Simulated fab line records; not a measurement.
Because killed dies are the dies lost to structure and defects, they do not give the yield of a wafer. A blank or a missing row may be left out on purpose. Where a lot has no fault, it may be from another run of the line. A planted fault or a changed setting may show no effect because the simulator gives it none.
Lot-split experiment :: flow gf180mcu :: on a route of 602 steps: 5 lots, 23 wafers read

## THE SPLIT
At GF_M2_SPUTTER_04 (material TiN, target thk 50 nm, time 41.7 s), the setting power_w was moved away from the recipe's 6500 W on 4 of the 23 wafers read, by -3.3% to +9.5%. All remaining wafers had this setting at the recipe value.

The reading comes from the split's own step.

## THE READING
TiN_of_M2_SPUTTER_04.thk_nm (the simulator's own value, which no gauge read), in nm, at GF_M2_SPUTTER_04 (material TiN, target thk 50 nm, time 41.7 s). The file gives no usual value for it. Here, 19 wafers ran the recipe; their average is 50.22 nm with a standard deviation of 0.49 nm.

wafer: L074.1
tool, chamber at the split: pvd_sputter-01, -
power_w as run, W: 6500
against the recipe: recipe
TiN_of_M2_SPUTTER_04.thk_nm, nm: 49.69
against lot-mates on the recipe: -

wafer: L074.2
tool, chamber at the split: pvd_sputter-01, -
power_w as run, W: 6500
against the recipe: recipe
TiN_of_M2_SPUTTER_04.thk_nm, nm: 49.16
against lot-mates on the recipe: -

wafer: L074.3
tool, chamber at the split: pvd_sputter-01, -
power_w as run, W: 6500
against the recipe: recipe
TiN_of_M2_SPUTTER_04.thk_nm, nm: 49.28
against lot-mates on the recipe: -

wafer: L078.1
tool, chamber at the split: pvd_sputter-01, -
power_w as run, W: 6500
against the recipe: recipe
TiN_of_M2_SPUTTER_04.thk_nm, nm: 50.5
against lot-mates on the recipe: -

wafer: L078.2
tool, chamber at the split: pvd_sputter-01, -
power_w as run, W: 6500
against the recipe: recipe
TiN_of_M2_SPUTTER_04.thk_nm, nm: 50.07
against lot-mates on the recipe: -

wafer: L078.3
tool, chamber at the split: pvd_sputter-01, -
power_w as run, W: 6500
against the recipe: recipe
TiN_of_M2_SPUTTER_04.thk_nm, nm: 50.28
against lot-mates on the recipe: -

wafer: L078.4
tool, chamber at the split: pvd_sputter-01, -
power_w as run, W: 6500
against the recipe: recipe
TiN_of_M2_SPUTTER_04.thk_nm, nm: 50.17
against lot-mates on the recipe: -

wafer: L078.6
tool, chamber at the split: pvd_sputter-01, -
power_w as run, W: 6500
against the recipe: recipe
TiN_of_M2_SPUTTER_04.thk_nm, nm: 49.96
against lot-mates on the recipe: -

wafer: L081.1
tool, chamber at the split: pvd_sputter-01, -
power_w as run, W: 6500
against the recipe: recipe
TiN_of_M2_SPUTTER_04.thk_nm, nm: 50.05
against lot-mates on the recipe: -

wafer: L081.3
tool, chamber at the split: pvd_sputter-01, -
power_w as run, W: 7115
against the recipe: +9.5%
TiN_of_M2_SPUTTER_04.thk_nm, nm: 54.73
against lot-mates on the recipe: +4.36

wafer: L081.4
tool, chamber at the split: pvd_sputter-01, -
power_w as run, W: 7115
against the recipe: +9.5%
TiN_of_M2_SPUTTER_04.thk_nm, nm: 55.33
against lot-mates on the recipe: +4.96

wafer: L081.5
tool, chamber at the split: pvd_sputter-01, -
power_w as run, W: 6500
against the recipe: recipe
TiN_of_M2_SPUTTER_04.thk_nm, nm: 50.27
against lot-mates on the recipe: -

wafer: L081.6
tool, chamber at the split: pvd_sputter-01, -
power_w as run, W: 6500
against the recipe: recipe
TiN_of_M2_SPUTTER_04.thk_nm, nm: 50.8
against lot-mates on the recipe: -

wafer: L082.1
tool, chamber at the split: pvd_sputter-01, -
power_w as run, W: 6500
against the recipe: recipe
TiN_of_M2_SPUTTER_04.thk_nm, nm: 51.11
against lot-mates on the recipe: -

wafer: L082.3
tool, chamber at the split: pvd_sputter-01, -
power_w as run, W: 6288
against the recipe: -3.3%
TiN_of_M2_SPUTTER_04.thk_nm, nm: 48.67
against lot-mates on the recipe: -2.13

wafer: L082.4
tool, chamber at the split: pvd_sputter-01, -
power_w as run, W: 6500
against the recipe: recipe
TiN_of_M2_SPUTTER_04.thk_nm, nm: 50.54
against lot-mates on the recipe: -

wafer: L082.5
tool, chamber at the split: pvd_sputter-01, -
power_w as run, W: 6500
against the recipe: recipe
TiN_of_M2_SPUTTER_04.thk_nm, nm: 50.76
against lot-mates on the recipe: -

wafer: L082.6
tool, chamber at the split: pvd_sputter-01, -
power_w as run, W: 6288
against the recipe: -3.3%
TiN_of_M2_SPUTTER_04.thk_nm, nm: 49.4
against lot-mates on the recipe: -1.40

wafer: L085.1
tool, chamber at the split: pvd_sputter-03, -
power_w as run, W: 6500
against the recipe: recipe
TiN_of_M2_SPUTTER_04.thk_nm, nm: 50.45
against lot-mates on the recipe: -

wafer: L085.2
tool, chamber at the split: pvd_sputter-03, -
power_w as run, W: 6500
against the recipe: recipe
TiN_of_M2_SPUTTER_04.thk_nm, nm: 50.66
against lot-mates on the recipe: -

wafer: L085.3
tool, chamber at the split: pvd_sputter-03, -
power_w as run, W: 6500
against the recipe: recipe
TiN_of_M2_SPUTTER_04.thk_nm, nm: 50.26
against lot-mates on the recipe: -

wafer: L085.4
tool, chamber at the split: pvd_sputter-03, -
power_w as run, W: 6500
against the recipe: recipe
TiN_of_M2_SPUTTER_04.thk_nm, nm: 49.75
against lot-mates on the recipe: -

wafer: L085.6
tool, chamber at the split: pvd_sputter-03, -
power_w as run, W: 6500
against the recipe: recipe
TiN_of_M2_SPUTTER_04.thk_nm, nm: 50.42
against lot-mates on the recipe: -

FIT RESULTS
A straight line over all 23 wafers: TiN_of_M2_SPUTTER_04.thk_nm changes by +0.49 nm for each +1% of power_w; r = +0.95; the points scatter about the line by 0.5 nm.
The same after taking each lot's own level away (the mean of its wafers on the recipe; 23 wafers): +0.499 nm for each +1%; r = +0.98; scatter 0.29 nm.
According to that fit, moving power_w by its largest amount changes the reading by 4.7 nm.
From 49.377 to 50.803 nm: that is the span of the lots' own levels, equal to 2.9 times the standard deviation above.
Consequently the slope shifts little with the lot-to-lot level, the two slopes agreeing.
Check: with one of the wafers moved furthest among these (+9.5%) left out of the fit, the line predicts +4.99 nm for it against its lot-mates. It came out at +4.36 nm against them.

## THE OTHER SPLITS THESE WAFERS WENT THROUGH
Before the reading, these wafers also passed through other splits. Each is held against what the fit with the lots' levels taken away leaves over:
other split on the same wafers: GF_CONTACT_ETCH_16 ion_energy_ev
wafers away from the commonest value: 6
r with TiN_of_M2_SPUTTER_04.thk_nm (lot level and that fit taken away): +0.00

other split on the same wafers: GF_CONTACT_CVD_24 temp_c
wafers away from the commonest value: 6
r with TiN_of_M2_SPUTTER_04.thk_nm (lot level and that fit taken away): -0.08

other split on the same wafers: GF_M1_SPUTTER_02 time_s
wafers away from the commonest value: 4
r with TiN_of_M2_SPUTTER_04.thk_nm (lot level and that fit taken away): +0.10

other split on the same wafers: GF_M1_PEB_12 peb_temp_c
wafers away from the commonest value: 8
r with TiN_of_M2_SPUTTER_04.thk_nm (lot level and that fit taken away): -0.23

other split on the same wafers: GF_V1_CVD_02 time_s
wafers away from the commonest value: 6
r with TiN_of_M2_SPUTTER_04.thk_nm (lot level and that fit taken away): +0.01

other split on the same wafers: GF_V1_SPUTTER_21 time_s
wafers away from the commonest value: 8
r with TiN_of_M2_SPUTTER_04.thk_nm (lot level and that fit taken away): +0.07

## FILE'S OWN FIT
TiN_of_M2_SPUTTER_04.thk_nm changes by +0.497 nm for each +1% of power_w, r = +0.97.
